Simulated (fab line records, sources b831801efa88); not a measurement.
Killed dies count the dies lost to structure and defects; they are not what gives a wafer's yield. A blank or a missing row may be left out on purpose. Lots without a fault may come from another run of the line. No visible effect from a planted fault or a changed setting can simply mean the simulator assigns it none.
Which tool is to blame? | flow sky130 | 24 lots, 72 wafers sampled, at 5 steps of a route of 708

== WHAT EACH GAUGE READ, for each wafer ==
SKY_NWELL_TW_MEAS_15.
lot  | measured     | on            | NWELL_TW
L074 | day 4 22:21  | film_metro-03 | 1822 1826 1815
L075 | day 4 23:43  | film_metro-03 | 1827 1829 1824
L076 | day 5 02:42  | film_metro-03 | 1821 1814 1819
L077 | day 5 08:06  | film_metro-02 | 1831 1825 1821
L078 | day 5 13:32  | film_metro-03 | 1802 1808 1812
L079 | day 5 22:58  | film_metro-01 | 1853 1848 1859
L080 | day 6 07:58  | film_metro-02 | 1833 1822 1836
L081 | day 6 08:25  | film_metro-02 | 1838 1830 1828
L082 | day 6 13:32  | film_metro-03 | 1797 1801 1788
L083 | day 6 18:25  | film_metro-02 | 1823 1819 1815
L084 | day 7 00:19  | film_metro-02 | 1826 1838 1836
L085 | day 7 07:57  | film_metro-02 | 1835 1831 1831
L086 | day 7 17:50  | film_metro-01 | 1869 1855 1851
L087 | day 7 23:30  | film_metro-01 | 1879 1874 1869
L088 | day 8 07:50  | film_metro-01 | 1863 1866 1856
L089 | day 8 08:18  | film_metro-03 | 1823 1822 1822
L090 | day 8 11:43  | film_metro-03 | 1824 1822 1825
L091 | day 8 15:48  | film_metro-02 | 1817 1827 1824
L092 | day 8 21:34  | film_metro-01 | 1869 1867 1862
L093 | day 9 05:27  | film_metro-02 | 1816 1822 1823
L094 | day 9 11:07  | film_metro-01 | 1852 1863 1855
L095 | day 9 14:59  | film_metro-03 | 1799 1805 1812
L096 | day 9 22:52  | film_metro-01 | 1855 1850 1847
L097 | day 10 07:30 | film_metro-02 | 1833 1825 1838

SKY_VT_ADJUST_HVTP_CD_MEAS_07 targets a cd of 380 nm.
lot  | measured     | on        | cd_nm (nm)
L074 | day 6 10:19  | cd_sem-02 | 379.8 381.8 379.5
L075 | day 6 10:55  | cd_sem-01 | 376.0 376.3 377.3
L076 | day 6 16:04  | cd_sem-01 | 381.6 381.0 380.7
L077 | day 6 20:46  | cd_sem-02 | 380.5 379.8 376.9
L078 | day 7 03:01  | cd_sem-01 | 380.5 382.1 381.3
L079 | day 7 12:47  | cd_sem-02 | 384.4 386.5 382.3
L080 | day 7 22:02  | cd_sem-02 | 376.8 380.3 379.1
L081 | day 7 23:35  | cd_sem-02 | 386.5 385.8 385.5
L082 | day 8 05:14  | cd_sem-01 | 381.7 382.3 381.7
L083 | day 8 10:52  | cd_sem-02 | 380.5 380.9 379.6
L084 | day 8 16:25  | cd_sem-01 | 374.1 376.2 376.3
L085 | day 9 01:02  | cd_sem-02 | 384.4 381.0 381.8
L086 | day 9 12:01  | cd_sem-01 | 378.6 380.2 379.5
L087 | day 9 19:55  | cd_sem-01 | 382.0 380.1 380.9
L088 | day 10 03:17 | cd_sem-01 | 380.4 382.3 380.9
L089 | day 10 03:35 | cd_sem-01 | 379.2 381.3 380.5
L090 | day 10 08:59 | cd_sem-01 | 381.1 383.0 381.8
L091 | day 10 11:35 | cd_sem-01 | 381.9 380.5 378.8
L092 | day 10 19:26 | cd_sem-02 | 380.6 377.4 378.0
L093 | day 11 02:25 | cd_sem-02 | 376.2 378.1 377.9
L094 | day 11 09:10 | cd_sem-01 | 375.9 376.2 377.6
L095 | day 11 12:34 | cd_sem-02 | 382.6 378.7 381.8
L096 | day 11 21:46 | cd_sem-02 | 379.6 379.5 381.0
L097 | day 12 06:11 | cd_sem-01 | 383.1 383.0 384.5

SKY_PASSIVATION_THK_MEAS_03.
lot  | measured     | on            | PASSIVATION_CVD_02_THK (nm)
L074 | day 44 05:34 | film_metro-01 | 543 547 546
L075 | day 44 05:27 | film_metro-02 | 537 544 545
L076 | day 44 19:56 | film_metro-01 | 544 536 538
L077 | day 44 18:10 | film_metro-01 | 529 532 534
L078 | day 45 00:27 | film_metro-04 | 540 542 538
L079 | day 45 16:47 | film_metro-02 | 534 549 543
L080 | day 45 21:52 | film_metro-02 | 530 542 540
L081 | day 45 18:52 | film_metro-02 | 532 544 541
L082 | day 46 02:50 | film_metro-01 | 533 547 551
L083 | day 46 09:40 | film_metro-04 | 538 545 542
L084 | day 46 15:20 | film_metro-01 | 531 546 540
L085 | day 46 16:44 | film_metro-02 | 547 541 535
L086 | day 47 04:34 | film_metro-04 | 529 545 541
L087 | day 47 12:24 | film_metro-02 | 525 530 531
L088 | day 47 19:37 | film_metro-02 | 541 536 547
L089 | day 47 21:18 | film_metro-01 | 532 547 536
L090 | day 48 04:49 | film_metro-01 | 548 545 547
L091 | day 48 07:31 | film_metro-01 | 530 533 531
L092 | day 48 07:51 | film_metro-02 | 525 534 539
L093 | day 48 13:44 | film_metro-02 | 528 536 538
L094 | day 48 16:13 | film_metro-02 | 543 550 547
L095 | day 48 19:13 | film_metro-02 | 533 542 536
L096 | day 49 01:39 | film_metro-01 | 532 527 542
L097 | day 49 09:32 | film_metro-04 | 530 535 533

== EACH LOT AND THE TOOL THAT RAN IT (in order: tool; ch and the chambers of the sampled wafers; start) ==
lot  | SKY_CONTACT_SPUTTER_23       | SKY_VIA1_SPUTTER_20
L074 | pvd_sputter-03, day 32 04:06 | pvd_sputter-03, day 34 11:46
L075 | pvd_sputter-02, day 32 02:37 | pvd_sputter-02, day 34 10:23
L076 | pvd_sputter-04, day 32 17:25 | pvd_sputter-01, day 35 01:29
L077 | pvd_sputter-04, day 32 15:13 | pvd_sputter-01, day 35 00:21
L078 | pvd_sputter-02, day 33 00:41 | pvd_sputter-02, day 35 08:35
L079 | pvd_sputter-04, day 33 17:29 | pvd_sputter-03, day 36 00:37
L080 | pvd_sputter-02, day 34 03:14 | pvd_sputter-02, day 36 09:02
L081 | pvd_sputter-03, day 33 23:19 | pvd_sputter-02, day 36 06:12
L082 | pvd_sputter-02, day 34 08:18 | pvd_sputter-03, day 36 14:46
L083 | pvd_sputter-03, day 34 17:49 | pvd_sputter-02, day 37 00:24
L084 | pvd_sputter-04, day 35 00:02 | pvd_sputter-03, day 37 06:21
L085 | pvd_sputter-03, day 35 03:44 | pvd_sputter-03, day 37 09:33
L086 | pvd_sputter-03, day 35 15:28 | pvd_sputter-03, day 37 22:04
L087 | pvd_sputter-02, day 36 00:08 | pvd_sputter-02, day 38 06:35
L088 | pvd_sputter-04, day 36 12:13 | pvd_sputter-03, day 38 18:38
L089 | pvd_sputter-04, day 36 13:50 | pvd_sputter-02, day 38 20:13
L090 | pvd_sputter-04, day 36 20:01 | pvd_sputter-02, day 39 02:10
L091 | pvd_sputter-03, day 37 02:01 | pvd_sputter-02, day 39 08:01
L092 | pvd_sputter-04, day 37 02:07 | pvd_sputter-01, day 39 08:20
L093 | pvd_sputter-03, day 37 12:25 | pvd_sputter-03, day 39 17:51
L094 | pvd_sputter-04, day 37 17:19 | pvd_sputter-02, day 39 20:54
L095 | pvd_sputter-03, day 37 20:52 | pvd_sputter-01, day 40 01:26
L096 | pvd_sputter-02, day 38 03:04 | pvd_sputter-01, day 40 07:38
L097 | pvd_sputter-02, day 38 14:31 | pvd_sputter-02, day 40 18:48
- SKY_CONTACT_SPUTTER_23: material TiN, target thk 20 nm, time 80 s.
- SKY_VIA1_SPUTTER_20: material TiN, target thk 20 nm, time 80 s.

== WHAT THE TOOLS THEMSELVES READ (means of the sampled wafers that have a number; where no wafer has one, the mark that the record gives instead) ==
SKY_CONTACT_SPUTTER_23.
lot  | tool           | chamber_pressure_pa (Pa) | throttle_valve_pct (%)
L074 | pvd_sputter-03 | 5.008                    | 30.4
L075 | pvd_sputter-02 | 5.010                    | 31.1
L076 | pvd_sputter-04 | 5.002                    | 30.6
L077 | pvd_sputter-04 | 4.999                    | 30.7
L078 | pvd_sputter-02 | 5.011                    | 30.1
L079 | pvd_sputter-04 | 5.011                    | 30.6
L080 | pvd_sputter-02 | 4.999                    | 30.3
L081 | pvd_sputter-03 | 4.991                    | 30.1
L082 | pvd_sputter-02 | 4.998                    | 29.2
L083 | pvd_sputter-03 | 4.994                    | 29.5
L084 | pvd_sputter-04 | 5.004                    | 31.6
L085 | pvd_sputter-03 | 5.006                    | 29.3
L086 | pvd_sputter-03 | 4.997                    | 30.3
L087 | pvd_sputter-02 | 4.996                    | 29.8
L088 | pvd_sputter-04 | 5.002                    | 30.6
L089 | pvd_sputter-04 | 4.999                    | 31.6
L090 | pvd_sputter-04 | 5.001                    | 31.5
L091 | pvd_sputter-03 | 5.001                    | 31.1
L092 | pvd_sputter-04 | 5.008                    | 31.6
L093 | pvd_sputter-03 | 4.991                    | 31.1
L094 | pvd_sputter-04 | 5.009                    | 31.5
L095 | pvd_sputter-03 | 5.004                    | 30.2
L096 | pvd_sputter-02 | 4.993                    | 30.2
L097 | pvd_sputter-02 | 4.995                    | 29.1

SKY_VIA1_SPUTTER_20.
lot  | tool           | chamber_pressure_pa (Pa) | throttle_valve_pct (%)
L074 | pvd_sputter-03 | 4.992                    | 29.8
L075 | pvd_sputter-02 | 4.993                    | 29.0
L076 | pvd_sputter-01 | 4.996                    | 29.6
L077 | pvd_sputter-01 | 5.011                    | 29.5
L078 | pvd_sputter-02 | 5.003                    | 29.0
L079 | pvd_sputter-03 | 5.006                    | 30.5
L080 | pvd_sputter-02 | 5.000                    | 31.2
L081 | pvd_sputter-02 | 4.994                    | 29.7
L082 | pvd_sputter-03 | 4.995                    | 30.0
L083 | pvd_sputter-02 | 4.999                    | 30.3
L084 | pvd_sputter-03 | 4.993                    | 30.7
L085 | pvd_sputter-03 | 5.011                    | 29.8
L086 | pvd_sputter-03 | 5.004                    | 30.8
L087 | pvd_sputter-02 | 4.989                    | 29.9
L088 | pvd_sputter-03 | 5.010                    | 30.2
L089 | pvd_sputter-02 | 5.004                    | 29.7
L090 | pvd_sputter-02 | 5.005                    | 29.3
L091 | pvd_sputter-02 | 5.002                    | 30.4
L092 | pvd_sputter-01 | 4.995                    | 29.9
L093 | pvd_sputter-03 | 4.996                    | 29.9
L094 | pvd_sputter-02 | 5.007                    | 29.2
L095 | pvd_sputter-01 | 5.000                    | 29.7
L096 | pvd_sputter-01 | 4.999                    | 29.8
L097 | pvd_sputter-02 | 4.999                    | 29.0

== THE ANSWER, worked out from the rows above alone ==
Rule: usual is defined by the lots themselves. The widest of any qualifying gaps counts: lots, ordered by their means at a reading, are off when they make up no more than a third of the lots, leave a main group of 4 or more, and stand apart from it by 3 or more times the standard deviation of that group's means. A main group is skipped when, at the precision printed for the reading in the tables above, its means are all equal. Also off: a lot with no number at a reading for which 4 or more lots have one. All remaining lots with rows at the step are treated as sound. Order of review: gauges by route order, followed by the tools' own readings, for which a lot's mean as printed above is used. At the first step where some lot is off, the reading lying furthest off is the one used; lots without a number count as furthest.
No lot is off on any of the readings shown, so nothing can be concluded from this.

== WHAT THE SIMULATOR PUT IN ==
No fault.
